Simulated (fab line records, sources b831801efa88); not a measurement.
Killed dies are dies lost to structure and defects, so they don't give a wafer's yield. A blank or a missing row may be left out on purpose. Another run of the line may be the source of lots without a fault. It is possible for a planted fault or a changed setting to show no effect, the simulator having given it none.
Code-filled problem report in 8D (eight disciplines) form || flow sky130 || the parts of the form that need people (team, actions taken, sign-off) are left out

1. WHAT WENT WRONG
Mean of run length s at SKY_LI_CONTACT_SOFTBAKE_08: 116.17 s across 6 wafers in 2 lots; on wafers with no fault it is 119.32 s (standard deviation 0.14). Measured from the usual mean, that is -22 standard deviations.
The step: time 90 s.
Seen first at day 30 17:00 on litho track-01, wafer L704.2. At this step, 36 wafers from 12 lots have a number in the record. Rule for "out" (also "out of limits"): further than 4 standard deviations from the usual mean. The rest of the wafers with a number are treated as sound.

2. WHAT IT IS, AND WHAT IT ISN'T
{"question": "which readings at this step", "is": "run length s, heater power total W", "is not": "resist line temp C"}
{"question": "which lots", "is": "L704, L706", "is not": "L699, L705, L713, L714, L716, L717, L718, L719, L720, L721"}
{"question": "which wafers of those lots", "is": "all that have a number", "is not": "-"}
{"question": "read on which tools", "is": "litho track-01", "is not": "litho track-02, litho track-04"}
{"question": "when", "is": "from day 30 17:00", "is not": "up to then (3 sound wafers); but 27 sound wafers of L705, L713, L714, L716, L717, L718, L719, L720, L721 came after"}

3. WHAT RULES OUT EACH SUSPECT
Counting: a tool at any process step up to the reading remains a suspect when it ran all the lots that are out and ran no sound lot after the first of those.
- litho track-01 at SKY_LI_CONTACT_SOFTBAKE_08 (time 90 s): ruled out as a lasting fault. The sound lots L719, L720, L721 went through it after L704, its earliest lot that is out (day 30 17:00).
Left after counting: nothing in the record.

4. THE CAUSE (what the simulator had put in)
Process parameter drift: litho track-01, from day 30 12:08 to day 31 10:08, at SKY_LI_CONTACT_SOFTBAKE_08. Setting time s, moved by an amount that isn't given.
Counting ruled it out, wrongly.

5. SEQUENCE OF EFFECTS, ordered by route
Each row: a reading where the mean over the struck wafers with a number is more than 3 standard deviations away from the usual. Scope: only readings with a usual standard deviation given in the record; hours: median across lots of the time from each lot's start at the first step in this table that gives one to its start at this step; sigmas: change in usual standard deviations.
{"hours": 0, "step": "SKY_LI_CONTACT_SOFTBAKE_08", "reading": "heater power total W", "usual": "57.36 W", "on struck wafers": 57.98, "change": "+0.62", "sigmas": "+5.7"}
{"hours": 0, "step": "SKY_LI_CONTACT_SOFTBAKE_08", "reading": "run length s", "usual": "119.32 s", "on struck wafers": 116.17, "change": -3.15, "sigmas": -22}
The process steps in it:
- SKY_LI_CONTACT_SOFTBAKE_08: time 90 s.

6. HOW IT WOULD HAVE BEEN CAUGHT EARLIER
In this record the first reading out of limits was taken at day 30 17:00, 5 hours after the fault began at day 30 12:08.
